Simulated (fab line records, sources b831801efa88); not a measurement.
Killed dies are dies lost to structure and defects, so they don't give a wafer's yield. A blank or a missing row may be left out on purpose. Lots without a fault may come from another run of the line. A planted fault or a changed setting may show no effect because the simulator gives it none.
Which tool did it? | flow sky130 | 10 lots, 27 wafers sampled, at 3 steps of a route of 708

WHAT THE GAUGES READ, wafer by wafer
SKY_LOCAL_INTERCONNECT_THK_MEAS_02: measures by xrf.
lot  | measured     | on            | LOCAL_INTERCONNECT_TIN_THK (nm)
L420 | day 29 08:14 | film_metro-03 | 98.3 98.9 99.0
L425 | day 31 08:16 | film_metro-03 | 97.6 112.8
L427 | day 31 15:29 | film_metro-04 | 99.1 112.9
L430 | day 32 23:40 | film_metro-02 | 98.9 113.8
L434 | day 34 06:25 | film_metro-03 | 101.1 102.3 100.0
L435 | day 35 14:12 | film_metro-02 | 98.9 99.1 99.4
L439 | day 35 23:46 | film_metro-02 | 101.6 99.2 101.5
L437 | day 36 01:25 | film_metro-03 | 101.4 98.7 97.8
L440 | day 36 04:56 | film_metro-03 | 97.4 98.2 98.8
L442 | day 36 20:44 | film_metro-03 | 100.7 101.4 99.1

WHICH TOOL RAN EACH LOT (tool, then ch and the chambers of the sampled wafers, then the start)
lot  | SKY_SD_P_STRIP_10                    | SKY_LOCAL_INTERCONNECT_SPUTTER_00
L420 | plasma_asher-01 ch 0,1, day 25 13:52 | pvd_sputter-04, day 29 08:03
L425 | plasma_asher-02 ch 1, day 27 15:30   | pvd_sputter-04, day 31 08:04
L427 | plasma_asher-01 ch 1, day 28 00:49   | pvd_sputter-04, day 31 15:17
L430 | plasma_asher-01 ch 1, day 29 09:20   | pvd_sputter-04, day 32 23:28
L434 | plasma_asher-01 ch 0,1, day 30 17:30 | pvd_sputter-01, day 34 06:14
L435 | plasma_asher-03 ch 0,1, day 32 04:46 | pvd_sputter-03, day 35 13:59
L439 | plasma_asher-01 ch 0,1, day 32 12:38 | pvd_sputter-01, day 35 23:33
L437 | plasma_asher-03 ch 0,1, day 32 15:08 | pvd_sputter-01, day 36 01:13
L440 | plasma_asher-02 ch 0,1, day 32 19:24 | pvd_sputter-04, day 36 04:45
L442 | plasma_asher-02 ch 0,1, day 33 12:28 | pvd_sputter-03, day 36 20:32
- SKY_SD_P_STRIP_10: strips in O2/N2.
- SKY_LOCAL_INTERCONNECT_SPUTTER_00: material TiN, target thk 100 nm, time 83.3 s.

THE ANSWER, worked out from the rows above alone
Rule: what is usual is taken from the lots themselves. Put in order of their means at a reading, lots are off if they are a third of the lots or fewer, leave a main group of 4 or more, and stand apart from it by a gap of 3 or more times the standard deviation of the main group's means; of several such gaps the widest counts. A main group whose means are all the same, to the digits that the tables above print for the reading, isn't used. A lot without any number at a reading at which 4 lots or more have one is off too. The other lots that the step has rows for count as sound.
Off: L425, L427, L430, at SKY_LOCAL_INTERCONNECT_THK_MEAS_02 (LOCAL_INTERCONNECT_TIN_THK). The main group: mean 99.7 nm, standard deviation 1.
A tool fits if, at a process step before that reading, it ran every lot that is off, and no sound lot after the first of them. The gauges at SKY_LOCAL_INTERCONNECT_THK_MEAS_02 are tried like those tools. None of those tried fits.

WHAT THE SIMULATOR HAD PUT IN
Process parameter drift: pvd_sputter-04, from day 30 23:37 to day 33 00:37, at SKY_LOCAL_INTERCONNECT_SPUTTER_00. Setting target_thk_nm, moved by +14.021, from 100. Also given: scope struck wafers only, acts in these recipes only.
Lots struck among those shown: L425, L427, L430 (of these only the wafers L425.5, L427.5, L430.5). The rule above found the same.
